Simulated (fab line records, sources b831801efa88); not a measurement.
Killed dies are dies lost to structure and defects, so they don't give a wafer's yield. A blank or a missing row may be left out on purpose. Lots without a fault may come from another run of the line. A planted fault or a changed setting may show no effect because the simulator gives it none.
fab line records | flow sfq_line
record lots=5 wafers=15 last_day=93
route steps=325 shown JJ@178
lots that met no fault: from a run of the same line without faults
start_h: hours from the record's first day to the start of the lot's first wafer shown | wait_h: hours since the lot's step before | " the same as in the row above | L1.1+2: a row that stands for several wafers | - no value, or no start given | * or withheld: withheld | < > ~ a bound
route shown NAME@n: a module of which the file shows steps, and the number in the route of the first | usual: mean/standard deviation of fault-free wafers | same: alike in all rows | chamber/n: place in a boat | sites: the reading at each site | _std_site: their standard deviation | _edge_site: outer sites' mean less inner sites' | radius_mm: how far each site lies from the wafer's centre | mask NAME#n: copy n | behind: the tool/chamber that last shaped the wafer | hold: why the lot was held/for how many hours/how that ended | device: the transistor (n, p or np) that didn't switch | end of line: the same wafers' tests at the end of the route | a step without rows: its recipe alone | killed: dies lost to structure and defects at the first sort, not the wafer's yield | map: a wafer's dies, x killed, . not, _ none there
set.NAME: the setting as run; set.NAME@STEP: as run at that earlier step | model.NAME: the simulator's own value behind a step, which no gauge read
lots at some steps of the route; a table a step, a row a wafer
services: from which hour (start_h, from the record's first day; less than 0 if before it) a tool's chamber was out of use, for how many hours, and why
## steps
# step SFQ_TRILAYER_JJ_TRILAYER_DEP_PRE_CLEAN_113
# recipe gas=Ar time_s=22.5 bias_v=250
# columns lot.wafer tool chamber start_h wait_h
L076.1+5+6 pvd_sputter-06 - 1212.22 0.0
L078.2+5+6 pvd_sputter-06 - 1226.72 0.0
L081.2+3+4 pvd_sputter-05 - 1397.91 0.0
L083.2+3+5 pvd_sputter-04 - 1404.79 0.0
L090.3+5+6 pvd_sputter-05 - 1576.10 0.0
# step SFQ_TRILAYER_JJ_TRILAYER_DEP_SPUTTER_109
# recipe material=Nb base_pressure_pa=1.33e-06 chamber_pressure_pa=0.1333 substrate_temp_c=20 target_thk_nm=150 power_w=2000 time_s=100
# usual throttle_valve_pct=29.8/1.1
# columns lot.wafer tool chamber start_h wait_h throttle_valve_pct
L076.1 pvd_sputter-06 - 1212.25 0.0 28.6
L076.5 " - " " 32.0
L076.6 " - " " 28.7
L078.2 pvd_sputter-06 - 1226.75 0.0 29.4
L078.5 " - " " 31.8
L078.6 " - " " 29.0
L081.2 pvd_sputter-05 - 1397.94 0.0 30.9
L081.3 " - " " 30.6
L081.4 " - " " 28.2
L083.2 pvd_sputter-04 - 1404.82 0.0 30.3
L083.3 " - " " 28.7
L083.5 " - " " 28.7
L090.3 pvd_sputter-05 - 1576.13 0.0 31.0
L090.5 " - " " 29.3
L090.6 " - " " 30.6
# step SFQ_TRILAYER_JJ_TRILAYER_DEP_SPUTTER_110
# recipe material=Al base_pressure_pa=1.33e-06 target_thk_nm=8 power_w=500 time_s=10 chamber_pressure_pa=0.4
# usual throttle_valve_pct=29.8/1.1
# columns lot.wafer tool chamber start_h wait_h throttle_valve_pct
L076.1 pvd_sputter-06 - 1212.32 0.0 29.4
L076.5 " - " " 31.9
L076.6 " - " " 28.8
L078.2 pvd_sputter-06 - 1226.82 0.0 29.1
L078.5 " - " " 31.9
L078.6 " - " " 28.8
L081.2 pvd_sputter-05 - 1398.02 0.0 30.7
L081.3 " - " " 30.8
L081.4 " - " " 28.3
L083.2 pvd_sputter-04 - 1404.89 0.0 30.5
L083.3 " - " " 28.7
L083.5 " - " " 28.7
L090.3 pvd_sputter-05 - 1576.20 0.0 30.9
L090.5 " - " " 29.0
L090.6 " - " " 30.5
# step SFQ_TRILAYER_JJ_TRILAYER_DEP_AL_OXIDATION_111
# recipe pressure_mbar=0.014667 oxidation_time_s=600 temperature_k=293
# columns lot.wafer tool chamber start_h wait_h
L076.1+5+6 pvd_sputter-06 - 1212.35 0.0
L078.2+5+6 pvd_sputter-06 - 1226.85 0.0
L081.2+3+4 pvd_sputter-05 - 1398.04 0.0
L083.2+3+5 pvd_sputter-04 - 1404.92 0.0
L090.3+5+6 pvd_sputter-05 - 1576.22 0.0
# step SFQ_TRILAYER_JJ_TRILAYER_DEP_SPUTTER_112
# recipe material=Nb base_pressure_pa=1.33e-06 chamber_pressure_pa=0.1333 substrate_temp_c=20 target_thk_nm=170 power_w=2000 time_s=113.3
# usual throttle_valve_pct=29.8/1.1
# columns lot.wafer tool chamber start_h wait_h throttle_valve_pct
L076.1 pvd_sputter-06 - 1213.35 0.5 29.1
L076.5 " - " " 31.7
L076.6 " - " " 28.8
L078.2 pvd_sputter-06 - 1227.85 0.5 29.8
L078.5 " - " " 31.7
L078.6 " - " " 28.8
L081.2 pvd_sputter-05 - 1399.04 0.5 30.7
L081.3 " - " " 30.5
L081.4 " - " " 28.3
L083.2 pvd_sputter-04 - 1405.92 0.5 30.2
L083.3 " - " " 29.0
L083.5 " - " " 28.8
L090.3 pvd_sputter-05 - 1577.22 0.5 30.8
L090.5 " - " " 29.3
L090.6 " - " " 30.8
# step SFQ_JJ_RS_MEAS_929
# recipe thk_meas_gauge=four-point-probe reads=Nb_of_TRILAYER_JJ_TRILAYER_DEP_SPUTTER_112
# usual JJ_NB_RS=1.051/0.0091
# columns lot.wafer tool chamber start_h wait_h JJ_NB_RS[ohm/sq]
L076.1 film_metro-03 - 1213.43 0.0 1.061
L076.5 " - " " 1.064
L076.6 " - " " 1.067
L078.2 film_metro-04 - 1227.95 0.1 1.068
L078.5 " - " " 1.067
L078.6 " - " " 1.063
L081.2 film_metro-04 - 1399.14 0.1 1.046
L081.3 " - " " 1.039
L081.4 " - " " 1.055
L083.2 film_metro-04 - 1406.02 0.1 1.048
L083.3 " - " " 1.039
L083.5 " - " " 1.044
L090.3 film_metro-04 - 1577.34 0.1 1.055
L090.5 " - " " 1.061
L090.6 " - " " 1.060
# step SFQ_TRILAYER_JJ_CE_LITHO_COAT_119
# recipe resist=BARC spin_rpm=3000 resist_thk_nm=62
# columns lot.wafer tool chamber start_h wait_h
L076.1+5+6 litho_track-03 0 1213.61 0.1
L078.2+5+6 litho_track-02 0 1228.16 0.1
L081.2+3+4 litho_track-03 0 1399.35 0.1
L083.2+3+5 litho_track-04 0 1406.26 0.1
L090.3+5+6 litho_track-02 0 1577.58 0.1
# step SFQ_TRILAYER_JJ_CE_LITHO_COAT_114
# recipe resist=KrF spin_rpm=3000 resist_thk_nm=608.3
# columns lot.wafer tool chamber start_h wait_h
L076.1+5+6 litho_track-03 0 1213.91 0.2
L078.2+5+6 litho_track-02 0 1228.46 0.2
L081.2+3+4 litho_track-03 0 1399.65 0.2
L083.2+3+5 litho_track-04 0 1406.56 0.2
L090.3+5+6 litho_track-02 0 1577.88 0.2
# step SFQ_TRILAYER_JJ_CE_LITHO_SOFTBAKE_118
# recipe temp_c=withheld time_s=withheld resist=KrF
# columns lot.wafer tool chamber start_h wait_h
L076.1+5+6 litho_track-03 0 1214.21 0.2
L078.2+5+6 litho_track-02 0 1228.73 0.2
L081.2+3+4 litho_track-03 0 1399.92 0.2
L083.2+3+5 litho_track-04 0 1406.84 0.2
L090.3+5+6 litho_track-02 0 1578.13 0.2
## services
# columns tool chamber start_h hours kind
pvd_sputter-04 - 1197.66 9.9 repair
pvd_sputter-04 - 1218.75 1.4 repair
pvd_sputter-06 0 1271.97 - consumable_replace:kit
pvd_sputter-06 0 1271.97 18.0 scheduled_down
pvd_sputter-06 0 1271.97 18.0 vent_cycle
pvd_sputter-06 - 1272.68 0.8 repair
pvd_sputter-04 - 1280.10 9.1 repair
pvd_sputter-04 - 1295.16 5.8 repair
pvd_sputter-05 - 1343.13 7.3 repair
pvd_sputter-05 - 1411.94 4.3 repair
pvd_sputter-06 - 1463.11 3.7 repair
pvd_sputter-06 - 1482.84 0.8 repair
pvd_sputter-04 - 1486.79 4.1 repair
pvd_sputter-04 - 1518.09 2.0 repair
pvd_sputter-05 3 1523.04 - consumable_replace:kit
pvd_sputter-05 3 1523.04 18.0 scheduled_down
pvd_sputter-05 3 1523.04 18.0 vent_cycle
pvd_sputter-04 - 1559.85 4.2 repair
pvd_sputter-05 - 1563.86 0.9 repair
## key
fault none
